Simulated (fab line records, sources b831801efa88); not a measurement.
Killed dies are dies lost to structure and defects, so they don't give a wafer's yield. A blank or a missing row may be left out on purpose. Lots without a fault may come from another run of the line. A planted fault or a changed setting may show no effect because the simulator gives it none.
A struck lot beside a sound one | flow sfq_line | 18 steps out of a route of 325
Sound: wafers L163.3, L163.5, L163.6. Struck: wafers L160.2, L160.4. (L160.1 of the same lot was not struck and is left out.) The cause comes at the end.
At each step with rows: each side's tool, then ch and its chambers, then its first start. Under that, the readings that differ: sound wafers | struck wafers | difference of the means | sigmas: that difference in standard deviations of wafers without a fault.
alike: readings whose means differ by less than 2 such deviations, and words and numbers that are the same on both sides. not compared: withheld readings, readings that some wafer has no value for, bounds like >300 that may hide the same value, and numbers for which the record gives no deviation and whose values overlap.
The two part at a step that has a row with sigmas, a row that says differs or no value, or rows on one side only. Numbers that don't overlap but have no deviation are shown without sigmas and don't part them. A reading that every wafer of one side lacks parts them only if that side has two wafers or more.

first, 3 steps without rows for these wafers: SFQ_TRILAYER_I5_LITHO_EXPOSE_145 (exposes mask I5, target cd 700 nm); SFQ_TRILAYER_I5_LITHO_PEB_147 (peb time 60 s); SFQ_TRILAYER_I5_LITHO_DEVELOP_146 (time 60 s).
SFQ_I5_OVL_MEAS_936:
  sound on overlay-01, day 72 15:47; struck on overlay-01, day 72 02:34
  alike: I5_OVL
SFQ_TRILAYER_I5_BARC_OPEN_VIA_ETCH_200: etches BARC in O2, target depth 125 nm, time 41.7 s.
  sound on rie_diel-03 ch 0,1,2, day 72 15:48; struck on rie_diel-03 ch 0,2, day 72 02:36
  alike: drypump_motor_current_A, oes_product_au
  not compared: rf_hours_counter_h
SFQ_TRILAYER_I5_ETCH_VIA_ETCH_147: etches the open film in CHF3, stops on Nb, target depth 360 nm.
  sound on rie_diel-03 ch 0,1,2, day 72 15:50; struck on rie_diel-03 ch 0,2, day 72 02:38
  alike: drypump_motor_current_A, oes_product_au
SFQ_TRILAYER_I5_STRIP_STRIP_148: strips in O2.
  sound on rie_metal-01 ch 0,1, day 72 16:11; struck on rie_metal-01 ch 0, day 72 02:47
  alike: drypump_motor_current_A, oes_product_au
  not compared: rf_hours_counter_h
then, 5 steps without rows for these wafers: SFQ_TRILAYER_I5_STRIP_SOLV_CLEAN_149 (cleans in NMP, time 600 s); SFQ_TRILAYER_C5_LITHO_COAT_156 (resist thk 62 nm); SFQ_TRILAYER_C5_LITHO_COAT_151 (resist thk 650 nm); SFQ_TRILAYER_C5_LITHO_SOFTBAKE_155; SFQ_TRILAYER_C5_LITHO_EXPOSE_152 (exposes mask C5, target cd 500 nm).
SFQ_TRILAYER_C5_LITHO_PEB_154: peb time 60 s.
  sound on litho_track-03 ch 0, day 72 18:46; struck on litho_track-04 ch 0, day 72 05:31
  alike: chill_plate_temp_C, exhaust_pa
then, 1 step without rows for these wafers: SFQ_TRILAYER_C5_LITHO_DEVELOP_153 (time 60 s).
SFQ_C5_OVL_MEAS_937:
  sound on overlay-02, day 72 19:02; struck on overlay-01, day 72 05:49
  alike: C5_OVL
SFQ_TRILAYER_C5_BARC_OPEN_VIA_ETCH_210: etches BARC in O2, target depth 125 nm, time 41.7 s.
  sound on rie_diel-01 ch 2,3, day 72 19:03; struck on rie_diel-02 ch 0,1, day 72 05:51
  reading             | sound             | struck      | difference | sigmas
  model.C5.cd_nm (nm) | 501.2 500.7 499.1 | 536.6 536.6 | +36.3      |
  alike: drypump_motor_current_A, oes_product_au
  not compared: rf_hours_counter_h
SFQ_TRILAYER_C5_ETCH_VIA_ETCH_154: etches SiO2 in CHF3, stops on Nb, target depth 84 nm.
  sound on rie_diel-01 ch 2,3, day 72 19:05; struck on rie_diel-02 ch 0,1, day 72 05:53
  reading             | sound           | struck      | difference | sigmas
  model.C5.cd_nm (nm) | 501.1 500.6 499 | 536.9 536.6 | +36.5      |
  alike: drypump_motor_current_A, oes_product_au
SFQ_TRILAYER_C5_STRIP_STRIP_155: strips in O2.
  sound on rie_metal-03 ch 0,1, day 72 19:20; struck on rie_metal-03 ch 0,1, day 72 05:56
  alike: drypump_motor_current_A, oes_product_au
  not compared: rf_hours_counter_h

WHERE THEY PART
Nowhere in this record.

WHY: what the simulator had put in
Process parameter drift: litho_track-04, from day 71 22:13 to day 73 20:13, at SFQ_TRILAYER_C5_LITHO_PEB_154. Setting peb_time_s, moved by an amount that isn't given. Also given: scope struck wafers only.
